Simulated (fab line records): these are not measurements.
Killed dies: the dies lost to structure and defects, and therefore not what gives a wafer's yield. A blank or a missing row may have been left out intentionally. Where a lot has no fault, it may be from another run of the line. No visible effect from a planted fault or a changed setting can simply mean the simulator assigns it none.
Which tool was responsible? | flow sky130 | 12 lots with 36 wafers sampled at 5 steps, on a route of 708 steps

== WHAT EACH GAUGE READ, for each wafer ==
SKY_VT_ADJUST_HVTP_TW_MEAS_11.
lot  | measured     | on            | VT_ADJUST_HVTP_TW
L750 | day 6 17:08  | film metro-01 | 1364 1361 1362
L753 | day 7 20:50  | film metro-03 | 1343 1339 1347
L754 | day 8 00:11  | film metro-02 | 1360 1358 1347
L756 | day 8 11:29  | film metro-01 | 1364 1368 1361
L757 | day 9 02:29  | film metro-02 | 1346 1342 1348
L759 | day 9 07:52  | film metro-01 | 1350 1351 1362
L761 | day 9 19:59  | film metro-03 | 1344 1352 1353
L766 | day 11 07:20 | film metro-03 | 1357 1354 1352
L767 | day 11 12:42 | film metro-03 | 1357 1345 1353
L768 | day 11 15:25 | film metro-01 | 1375 1364 1368
L769 | day 11 19:53 | film metro-02 | 1341 1337 1341
L770 | day 12 05:36 | film metro-01 | 1348 1361 1349

SKY_VT_ADJUST_HVTR_OVL_MEAS_08.
lot  | measured     | on         | VT_ADJUST_HVTR_OVL (nm)
L750 | day 10 04:49 | overlay-01 | -2.0 -2.3 -2.3
L753 | day 11 12:54 | overlay-02 | 0.0 -1.9 -1.9
L754 | day 11 17:10 | overlay-01 | -0.1 -1.1 -2.1
L756 | day 12 05:38 | overlay-01 | -1.2 -0.7 0.9
L757 | day 12 21:55 | overlay-02 | -0.1 0.6 0.1
L759 | day 13 06:44 | overlay-01 | 0.2 -1.5 -1.1
L761 | day 13 19:55 | overlay-01 | -0.2 -2.1 -0.8
L766 | day 15 13:19 | overlay-01 | 0.4 -1.6 -0.8
L767 | day 15 19:56 | overlay-01 | -1.5 -4.0 -3.1
L768 | day 15 21:52 | overlay-01 | -0.4 -1.7 1.1
L769 | day 16 03:04 | overlay-02 | -2.4 -1.5 -2.1
L770 | day 16 13:10 | overlay-01 | 0.4 1.2 0.7

SKY_SONOS_TUNNEL_CD_MEAS_07 targets a cd of 410 nm.
lot  | measured     | on        | cd nm (nm)
L750 | day 12 03:53 | cd sem-02 | 410.8 410.7 409.4
L753 | day 13 14:47 | cd sem-02 | 408.9 411.9 411.7
L754 | day 13 17:01 | cd sem-02 | 407.4 405.8 406.4
L756 | day 14 07:23 | cd sem-01 | - - -
L757 | day 15 01:55 | cd sem-02 | - - -
L759 | day 15 12:01 | cd sem-02 | 408.1 410.1 408.9
L761 | day 16 02:31 | cd sem-01 | 415.3 412.3 411.5
L766 | day 17 22:40 | cd sem-02 | 412.7 411.9 412.7
L767 | day 18 05:11 | cd sem-02 | 409.8 409.7 410.3
L768 | day 18 07:28 | cd sem-02 | 412.7 411.5 411.0
L769 | day 18 14:29 | cd sem-01 | 405.6 406.8 406.3
L770 | day 19 00:20 | cd sem-02 | 408.9 408.3 409.6

== WHAT TOOL EACH LOT RAN ON (gives the tool, then ch and the chambers of the sampled wafers, and finally the start) ==
lot  | SKY_PWDE_STRIP_09                   | SKY_SONOS_TUNNEL_COAT_02
L750 | plasma asher-02 ch 0,1, day 4 10:31 | litho track-02 ch 0, day 11 15:26
L753 | plasma asher-01 ch 0,1, day 5 11:24 | litho track-02 ch 0, day 13 02:02
L754 | plasma asher-01 ch 0,1, day 5 14:19 | litho track-02 ch 0, day 13 05:25
L756 | plasma asher-01 ch 0,1, day 6 00:20 | litho track-02, day 13 17:53
L757 | plasma asher-02 ch 1, day 6 12:15   | litho track-01, day 14 12:16
L759 | plasma asher-01 ch 0,1, day 6 17:19 | litho track-02 ch 0, day 14 21:43
L761 | plasma asher-03 ch 0,1, day 7 06:08 | litho track-01 ch 0, day 15 12:55
L766 | plasma asher-02 ch 0,1, day 8 11:46 | litho track-03 ch 0, day 17 07:52
L767 | plasma asher-02 ch 0,1, day 8 17:17 | litho track-01 ch 0, day 17 14:32
L768 | plasma asher-03 ch 0,1, day 8 18:52 | litho track-01 ch 0, day 17 16:22
L769 | plasma asher-01 ch 0,1, day 9 00:26 | litho track-02 ch 0, day 17 22:59
L770 | plasma asher-01 ch 0,1, day 9 06:45 | litho track-01 ch 0, day 18 09:17
- SKY_PWDE_STRIP_09: strips in O2/N2.
- SKY_SONOS_TUNNEL_COAT_02: resist thk 1140 nm.

== WHAT THE TOOLS THEMSELVES READ (means of the sampled wafers that have a number; where no wafer has one, the mark that the record gives instead) ==
SKY_PWDE_STRIP_09.
lot  | tool            | chamber pressure mTorr (mTorr) | drypump motor current A (A) | o2 flow sccm (sccm) | oes product au (a.u.) | strip time to endpoint s (s)
L750 | plasma asher-02 | 1500.3                         | 6.6                         | 3003                | 0.720                 | 36.96
L753 | plasma asher-01 | 1500.2                         | 5.8                         | 3004                | 0.724                 | 36.91
L754 | plasma asher-01 | 1500.6                         | 5.8                         | 2995                | 0.720                 | 37.01
L756 | plasma asher-01 | 1499.0                         | 5.8                         | 3010                | 0.720                 | 36.92
L757 | plasma asher-02 | 1500.2                         | 6.4                         | 3013                | 0.719                 | 37.01
L759 | plasma asher-01 | 1500.7                         | 6.2                         | 3007                | 0.721                 | 36.92
L761 | plasma asher-03 | 1500.0                         | 6.3                         | 2996                | 0.723                 | 37.04
L766 | plasma asher-02 | 1500.1                         | 6.5                         | 2993                | 0.724                 | 36.98
L767 | plasma asher-02 | 1500.9                         | 6.5                         | 3002                | 0.721                 | 36.96
L768 | plasma asher-03 | 1500.6                         | 6.1                         | 2994                | 0.719                 | 36.97
L769 | plasma asher-01 | 1500.2                         | 6.2                         | 2999                | 0.721                 | 36.89
L770 | plasma asher-01 | 1499.6                         | 6.2                         | 3002                | 0.722                 | 36.97

SKY_SONOS_TUNNEL_COAT_02.
lot  | tool           | chill plate temp C (C) | dispense pressure kPa (kPa) | exhaust pa (Pa)
L750 | litho track-02 | 23.04                  | 46.5                        | 44.5
L753 | litho track-02 | 23.12                  | 46.4                        | 44.9
L754 | litho track-02 | 23.13                  | 46.4                        | 44.2
L756 | litho track-02 | -                      | -                           | -
L757 | litho track-01 | -                      | -                           | -
L759 | litho track-02 | 22.94                  | 46.4                        | 45.9
L761 | litho track-01 | 23.14                  | 51.8                        | 45.3
L766 | litho track-03 | 23.00                  | 52.9                        | 43.8
L767 | litho track-01 | 23.19                  | 51.9                        | 44.7
L768 | litho track-01 | 22.99                  | 51.8                        | 45.7
L769 | litho track-02 | 22.91                  | 46.4                        | 45.2
L770 | litho track-01 | 23.08                  | 51.8                        | 45.4

== THE ANSWER, worked out from the rows above alone ==
Rule: usual is defined by the lots themselves. Put in order of their means at a reading, lots are off if they are a third of the lots or fewer, leave a main group of 4 or more, and stand apart from it by a gap of 3 or more times the standard deviation of the main group's means; of several such gaps the widest counts. A main group whose means are all the same, to the digits that the tables above print for the reading, isn't used. Also off: a lot with no number at a reading for which 4 or more lots have one. The other lots that the step has rows for count as sound. First the gauges in route order, then the tools' own readings, where a lot's mean is used as printed above. At the first step where some lot is off, the reading lying furthest off is the one used; lots without a number count as furthest.
Off: L756, L757 (SKY_SONOS_TUNNEL_CD_MEAS_07, cd nm). Without a number there: L756, L757. The main group has a mean of 409.9 nm with a standard deviation of 2.2.
A tool fits if, at a process step before that reading, it ran every lot that is off, and no sound lot after the first of them. The gauges at SKY_SONOS_TUNNEL_CD_MEAS_07 aren't tried: what is off there is off at SKY_SONOS_TUNNEL_COAT_02 too, on other tools, and a gauge's error can't cause that. None of those tried fits.

== WHAT HAD BEEN PUT IN BY THE SIMULATOR ==
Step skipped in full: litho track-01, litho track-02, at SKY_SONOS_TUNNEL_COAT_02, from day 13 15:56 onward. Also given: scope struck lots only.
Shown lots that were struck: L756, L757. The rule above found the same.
